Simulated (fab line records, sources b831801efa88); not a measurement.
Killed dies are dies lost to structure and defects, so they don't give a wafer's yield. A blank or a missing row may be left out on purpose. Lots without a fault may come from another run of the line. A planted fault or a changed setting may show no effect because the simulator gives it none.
Which tool did it? | flow sfq_line | 14 lots, 42 wafers sampled, at 3 steps of a route of 325

WHAT THE GAUGES READ, wafer by wafer
The record holds no reading of a measuring or inspecting step that can be judged against a usual standard deviation.

WHICH TOOL RAN EACH LOT (tool, then ch and the chambers of the sampled wafers, then the start)
lot  | SFQ_TRILAYER_M0_ETCH_METAL_ETCH_024 | SFQ_TRILAYER_JJ_CE_ETCH_RIE_118   | SFQ_TRILAYER_A5B_METRO_MEASURE_131
L740 | rie_metal-04 ch 0,1, day 7 22:25    | rie_metal-03 ch 0,1, day 42 16:11 | film_metro-01, day 49 01:03
L741 | rie_metal-02 ch 0,1, day 8 05:37    | rie_metal-02 ch 0, day 43 01:37   | film_metro-04, day 49 12:48
L742 | rie_metal-02 ch 0,1, day 8 10:39    | rie_metal-03 ch 0,1, day 43 07:31 | film_metro-01, day 49 21:01
L743 | rie_metal-04 ch 1, day 8 14:13      | rie_metal-02 ch 1, day 43 12:25   | film_metro-02, day 50 00:54
L744 | rie_metal-02 ch 0,1, day 8 18:53    | rie_metal-04 ch 0,1, day 43 23:07 | film_metro-01, day 50 04:11
L748 | rie_metal-01 ch 0,1, day 9 20:02    | rie_metal-03 ch 0,1, day 47 11:45 | film_metro-02, day 53 05:51
L752 | rie_metal-04 ch 0, day 11 03:17     | rie_metal-04 ch 0,1, day 49 03:21 | film_metro-02, day 54 18:35
L753 | rie_metal-01 ch 0,1, day 11 10:29   | rie_metal-04 ch 0,1, day 49 04:43 | film_metro-04, day 54 20:06
L754 | rie_metal-04 ch 0, day 11 12:56     | rie_metal-02 ch 0,1, day 56 21:09 | film_metro-02, day 57 05:18
L756 | rie_metal-01 ch 0,1, day 12 02:50   | rie_metal-04 ch 0,1, day 57 16:23 | film_metro-01, day 58 03:18
L757 | rie_metal-01 ch 0,1, day 12 07:38   | rie_metal-03 ch 0,1, day 58 01:59 | film_metro-02, day 59 06:30
L758 | rie_metal-01 ch 0,1, day 12 12:23   | rie_metal-03 ch 0,1, day 58 11:07 | film_metro-02, day 59 08:54
L760 | rie_metal-02 ch 0, day 12 23:11     | rie_metal-02 ch 1, day 59 07:31   | film_metro-04, day 59 23:16
L761 | rie_metal-01 ch 1, day 13 02:50     | rie_metal-02 ch 0,1, day 59 08:43 | film_metro-02, day 59 23:54
- SFQ_TRILAYER_M0_ETCH_METAL_ETCH_024: etches Nb in Cl2/Ar, stops on SiO2, target depth 240 nm, time 120 s.
- SFQ_TRILAYER_JJ_CE_ETCH_RIE_118: chemistry SF6, target Nb, stops on Al2O3, time 97.7 s, target depth 170 nm.
- SFQ_TRILAYER_A5B_METRO_MEASURE_131

WHAT THE TOOLS THEMSELVES READ (means of the sampled wafers that have a number; where no wafer has one, the mark that the record gives instead)
SFQ_TRILAYER_M0_ETCH_METAL_ETCH_024.
lot  | tool         | chamber_pressure_mTorr (mTorr) | drypump_motor_current_A (A) | oes_product_au (a.u.) | rf_fwd_power_W (W)
L740 | rie_metal-04 | 9.996                          | 5.8                         | 0.895                 | 597.6
L741 | rie_metal-02 | 9.998                          | 5.2                         | 0.898                 | 598.0
L742 | rie_metal-02 | 10.001                         | 4.9                         | 0.888                 | 598.0
L743 | rie_metal-04 | 9.995                          | 5.7                         | 0.893                 | 594.9
L744 | rie_metal-02 | 9.996                          | 4.9                         | 0.887                 | 597.5
L748 | rie_metal-01 | 10.009                         | 5.8                         | 0.894                 | 597.9
L752 | rie_metal-04 | 10.001                         | 6.1                         | 0.901                 | 693.5
L753 | rie_metal-01 | 9.996                          | 5.6                         | 0.898                 | 597.6
L754 | rie_metal-04 | 9.998                          | 6.1                         | 0.898                 | 692.4
L756 | rie_metal-01 | 10.003                         | 5.6                         | 0.895                 | 598.4
L757 | rie_metal-01 | 10.003                         | 5.8                         | 0.892                 | 599.6
L758 | rie_metal-01 | 9.991                          | 5.8                         | 0.893                 | 597.7
L760 | rie_metal-02 | 10.005                         | 4.7                         | 0.894                 | 596.1
L761 | rie_metal-01 | 10.007                         | 5.5                         | 0.895                 | 600.2

SFQ_TRILAYER_JJ_CE_ETCH_RIE_118.
lot  | tool         | chamber_pressure_mTorr (mTorr) | drypump_motor_current_A (A) | oes_product_au (a.u.)
L740 | rie_metal-03 | 9.728                          | 5.4                         | 0.995
L741 | rie_metal-02 | 9.729                          | 4.7                         | 0.987
L742 | rie_metal-03 | 9.732                          | 5.4                         | 0.994
L743 | rie_metal-02 | 9.720                          | 5.4                         | 0.989
L744 | rie_metal-04 | 9.722                          | 5.8                         | 0.987
L748 | rie_metal-03 | 9.729                          | 5.4                         | 0.988
L752 | rie_metal-04 | 9.725                          | 5.8                         | 0.989
L753 | rie_metal-04 | 9.725                          | 5.8                         | 0.999
L754 | rie_metal-02 | 9.731                          | 4.9                         | 0.987
L756 | rie_metal-04 | 9.733                          | 5.8                         | 0.994
L757 | rie_metal-03 | 9.720                          | 5.4                         | 0.993
L758 | rie_metal-03 | 9.733                          | 5.4                         | 0.985
L760 | rie_metal-02 | 9.719                          | 5.4                         | 0.980
L761 | rie_metal-02 | 9.730                          | 5.2                         | 0.983

SFQ_TRILAYER_A5B_METRO_MEASURE_131.
lot  | tool          | thk_nm (nm)
L740 | film_metro-01 | 345
L741 | film_metro-04 | 347
L742 | film_metro-01 | 342
L743 | film_metro-02 | 341
L744 | film_metro-01 | 346
L748 | film_metro-02 | 340
L752 | film_metro-02 | 344
L753 | film_metro-04 | 349
L754 | film_metro-02 | 339
L756 | film_metro-01 | 333
L757 | film_metro-02 | 345
L758 | film_metro-02 | 342
L760 | film_metro-04 | 338
L761 | film_metro-02 | 342

THE ANSWER, worked out from the rows above alone
Rule: what is usual is taken from the lots themselves. Put in order of their means at a reading, lots are off if they are a third of the lots or fewer, leave a main group of 4 or more, and stand apart from it by a gap of 3 or more times the standard deviation of the main group's means; of several such gaps the widest counts. A main group whose means are all the same, to the digits that the tables above print for the reading, isn't used. A lot without any number at a reading at which 4 lots or more have one is off too. The other lots that the step has rows for count as sound. The gauges are gone through in route order, then the tools' own readings, and for those a lot's mean is taken as printed above. The first step at which some lot is off is used, and at that step the reading that is off furthest; a lot without a number counts as furthest.
Off: L752, L754, at SFQ_TRILAYER_M0_ETCH_METAL_ETCH_024 (rf_fwd_power_W). The main group: mean 597.8 W, standard deviation 1.3.
A tool fits if, at that step or a process step before it, it ran every lot that is off, and no sound lot after the first of them. One fits: rie_metal-04 at SFQ_TRILAYER_M0_ETCH_METAL_ETCH_024. Its last sound lot is L743 (day 8 14:13), its first lot that is off L752 (day 11 03:17): a fault that began between those two fits.
The tool's own readings at SFQ_TRILAYER_M0_ETCH_METAL_ETCH_024 bear it out: on the lots that are off they differ by more than 5 times the standard deviation of the sound lots' means. rf_fwd_power_W reads 693.0 W there against 597.8 W on the sound lots.

WHAT THE SIMULATOR HAD PUT IN
Process parameter drift: rie_metal-04, from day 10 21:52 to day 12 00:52, at SFQ_TRILAYER_M0_ETCH_METAL_ETCH_024. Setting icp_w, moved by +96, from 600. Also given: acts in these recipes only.
Lots struck among those shown: L752, L754. The rule above found the same.
